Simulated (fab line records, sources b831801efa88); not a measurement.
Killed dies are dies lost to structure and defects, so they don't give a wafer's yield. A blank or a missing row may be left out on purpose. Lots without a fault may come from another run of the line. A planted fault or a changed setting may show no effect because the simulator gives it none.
fab line records | flow sfq_line
record lots=14 wafers=42 last_day=91
route steps=325 shown I5@228 C5@248
lots that met no fault: from a run of the same line without faults
start_h: hours from the record's first day to the start of the lot's first wafer shown | wait_h: hours since the lot's step before | " the same as in the row above | L1.1+2: a row that stands for several wafers | - no value, or no start given | * or withheld: withheld | < > ~ a bound
route shown NAME@n: a module of which the file shows steps, and the number in the route of the first | usual: mean/standard deviation of fault-free wafers | same: alike in all rows | chamber/n: place in a boat | sites: the reading at each site | _std_site: their standard deviation | _edge_site: outer sites' mean less inner sites' | radius_mm: how far each site lies from the wafer's centre | mask NAME#n: copy n | behind: the tool/chamber that last shaped the wafer | hold: why the lot was held/for how many hours/how that ended | device: the transistor (n, p or np) that didn't switch | end of line: the same wafers' tests at the end of the route | a step without rows: its recipe alone | killed: dies lost to structure and defects at the first sort, not the wafer's yield | map: a wafer's dies, x killed, . not, _ none there
set.NAME: the setting as run; set.NAME@STEP: as run at that earlier step | model.NAME: the simulator's own value behind a step, which no gauge read
steps of the route over a sample of lots; a table a step, a row a wafer
services: from which hour (start_h, from the record's first day; less than 0 if before it) a tool's chamber was out of use, for how many hours, and why
## steps
# step SFQ_TRILAYER_A5C_DEP_PECVD_142
# recipe material=SiO2 temp_c=150 time_s=15.556 pressure_torr=2.4 rf_w=183.3 precursor=SiH4/N2O target_thk_nm=70
# usual heater_power_w=94/13 rf_fwd_power_W=180.2/1.1 throttle_valve_pct=24.6/1.3
# columns lot.wafer tool chamber start_h wait_h heater_power_w rf_fwd_power_W throttle_valve_pct
L832.4 pecvd-02 0 1636.73 0.0 103 181.8 23.7
L832.5 " 2 " " 104 180.0 25.6
L832.6 " 1 " " 80 179.3 25.4
L833.1 pecvd-03 0 1638.94 0.0 93 179.8 26.6
L833.4 " 0 " " 95 179.5 26.5
L833.6 " 1 " " 88 180.7 24.4
L834.4 pecvd-03 2 1648.55 0.0 60 180.9 24.3
L834.5 " 0 " " 102 180.2 26.5
L834.6 " 1 " " 88 180.5 24.4
L838.1 pecvd-03 0 1711.97 0.0 105 178.7 27.0
L838.3 " 1 " " 79 181.1 24.6
L838.6 " 1 " " 82 181.0 24.6
L841.4 pecvd-02 1 1718.21 0.0 85 178.1 25.4
L841.5 " 0 " " 90 182.1 23.7
L841.6 " 1 " " 84 178.1 25.2
L843.3 pecvd-03 0 1721.82 0.0 97 179.8 26.8
L843.5 " 0 " " 97 180.0 26.9
L843.6 " 0 " " 98 180.0 26.9
L845.2 pecvd-01 0 1724.19 0.0 96 178.4 23.7
L845.3 " 1 " " 112 180.1 22.3
L845.4 " 1 " " 110 181.2 22.0
L849.2 pecvd-01 1 1771.01 0.0 107 181.2 22.1
L849.4 " 2 " " 102 180.7 23.2
L849.6 " 1 " " 103 181.1 22.3
L850.4 pecvd-01 1 1772.21 0.0 111 181.2 22.3
L850.5 " 2 " " 113 180.8 23.3
L850.6 " 0 " " 89 179.5 24.1
L851.1 pecvd-02 2 1775.81 0.0 106 180.1 25.3
L851.5 " 2 " " 110 179.1 25.4
L851.6 " 1 " " 92 178.5 25.4
L852.1 pecvd-02 2 1778.19 0.0 111 180.1 25.4
L852.4 " 1 " " 89 178.4 25.5
L852.6 " 2 " " 109 180.6 25.4
L853.1 pecvd-01 1 1779.41 0.0 105 180.3 22.5
L853.5 " 0 " " 96 179.1 23.8
L853.6 " 2 " " 113 181.5 23.6
L854.2 pecvd-02 2 1781.81 0.0 101 180.4 25.2
L854.4 " 0 " " 103 181.5 23.9
L854.5 " 2 " " 100 181.3 25.3
L855.2 pecvd-01 0 1782.99 0.0 88 178.6 23.8
L855.4 " 1 " " 111 181.1 22.3
L855.5 " 2 " " 106 180.4 23.0
# step SFQ_TRILAYER_C5_ETCH_VIA_ETCH_154
# recipe target=SiO2 mask_material=PR chemistry=CHF3 target_depth_nm=84 source_w=500 bias_w=80 pressure_mtorr=30 time_s=withheld stop_on=Nb
# usual bias_w=80.04/0.23 drypump_motor_current_A=5.7/0.4 oes_product_au=0.893/0.0082 rf_fwd_power_W=495.5/1.8
# columns lot.wafer tool chamber start_h wait_h bias_w drypump_motor_current_A oes_product_au rf_fwd_power_W
L832.4 rie_diel-04 1 1712.44 0.0 79.88 6.2 0.905 495.4
L832.5 " 0 " " 80.04 5.5 0.905 499.3
L832.6 " 1 " " 80.12 6.2 0.897 494.8
L833.1 rie_diel-04 3 1742.54 0.0 80.40 5.9 0.896 493.8
L833.4 " 1 " " 79.76 6.2 0.904 497.3
L833.6 " 0 " " 80.19 5.5 0.894 494.9
L834.4 rie_diel-04 3 1755.74 0.0 79.83 6.0 0.902 492.6
L834.5 " 3 " " 79.81 5.9 0.904 493.7
L834.6 " 2 " " 80.33 5.4 0.894 493.6
L838.1 rie_diel-03 3 1826.54 0.0 80.04 5.7 0.894 498.4
L838.3 " 1 " " 80.13 5.6 0.883 492.0
L838.6 " 3 " " 80.08 5.7 1.005 497.8
L841.4 rie_diel-04 3 1832.54 0.0 80.21 5.9 0.897 493.5
L841.5 " 3 " " 79.67 5.9 0.891 495.3
L841.6 " 0 " " 80.25 5.5 0.896 495.6
L843.3 rie_diel-03 3 1836.14 0.0 80.45 5.7 0.897 493.5
L843.5 " 0 " " 79.88 5.6 0.900 494.6
L843.6 " 1 " " 80.30 5.6 1.008 494.4
L845.2 rie_diel-02 1 1839.74 0.0 80.24 5.2 0.889 496.5
L845.3 " 0 " " 79.83 5.9 0.884 495.1
L845.4 " 2 " " 79.83 5.9 0.904 499.2
L849.2 rie_diel-03 0 1876.61 0.0 80.42 5.6 0.877 495.9
L849.4 " 3 " " 79.99 5.8 0.906 494.6
L849.6 " 0 " " 80.45 5.6 0.900 495.4
L850.4 rie_diel-02 3 1877.84 0.0 80.36 6.2 0.896 494.5
L850.5 " 2 " " 79.70 5.9 0.881 497.5
L850.6 " 0 " " 80.07 6.0 0.892 493.9
L851.1 rie_diel-03 0 1880.21 0.0 80.29 5.5 0.903 496.1
L851.5 " 3 " " 80.48 5.7 0.901 498.1
L851.6 " 2 " " 79.96 4.7 0.896 495.7
L852.1 rie_diel-02 2 1881.41 0.0 80.02 5.9 0.884 498.4
L852.4 " 3 " " 80.26 6.2 0.896 496.9
L852.6 " 2 " " 79.79 5.9 0.897 498.5
L853.1 rie_diel-03 1 1882.61 0.0 79.67 5.6 0.885 492.9
L853.5 " 0 " " 80.18 5.5 0.885 495.2
L853.6 " 3 " " 80.03 5.7 0.888 495.5
L854.2 rie_diel-04 1 1883.81 0.0 79.80 6.2 0.904 494.4
L854.4 " 0 " " 80.30 5.5 0.900 494.4
L854.5 " 1 " " 79.80 6.2 0.900 494.6
L855.2 rie_diel-03 0 1885.01 0.0 79.90 5.5 0.878 493.0
L855.4 " 2 " " 79.48 4.7 0.893 496.7
L855.5 " 0 " " 80.02 5.5 0.886 494.1
## services
# columns tool chamber start_h hours kind
rie_diel-02 3 1615.33 1.4 repair
rie_diel-02 1 1619.84 5.1 repair
pecvd-01 1 1626.71 4.2 repair
pecvd-01 2 1635.32 5.9 repair
rie_diel-02 2 1652.98 13.4 repair
pecvd-03 - 1658.99 0.8 pm
rie_diel-03 1 1685.58 2.1 repair
pecvd-01 - 1686.25 14.0 pm
pecvd-02 2 1700.89 19.7 repair
pecvd-01 - 1701.32 2.2 repair
pecvd-02 1 1704.15 2.7 repair
pecvd-03 2 1712.30 10.2 repair
pecvd-03 1 1719.95 4.0 repair
rie_diel-04 3 1748.55 6.2 repair
pecvd-02 0 1756.76 19.5 repair
rie_diel-03 3 1757.79 6.9 repair
pecvd-03 - 1758.51 28.1 pm
pecvd-02 - 1772.33 1.7 repair
pecvd-01 - 1772.34 3.6 repair
pecvd-02 - 1779.22 0.6 repair
rie_diel-03 0 1788.05 6.0 repair
rie_diel-03 - 1789.89 0.4 repair
pecvd-03 2 1805.82 2.2 repair
pecvd-02 1 1866.29 3.3 repair
## key
first_sign step=SFQ_TRILAYER_C5_ETCH_VIA_ETCH_154 reading=oes_product_au direction=up sigmas=14 usual=0.893 struck=1.007
effect none on later readings
met_at SFQ_TRILAYER_A5C_DEP_PECVD_142
struck_lots L838,L843
struck_wafers L838.6,L843.6
onset_between 1648.55 1711.97
fault kind=process_parameter_drift tool=pecvd-03 chamber=- onset_h=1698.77 steps=SFQ_TRILAYER_A5C_DEP_PECVD_142 channel=target_thk_nm offset=37.642 shape=step end_h=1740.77 scope=struck_wafers_only acts_in=these_recipes_only stated=70
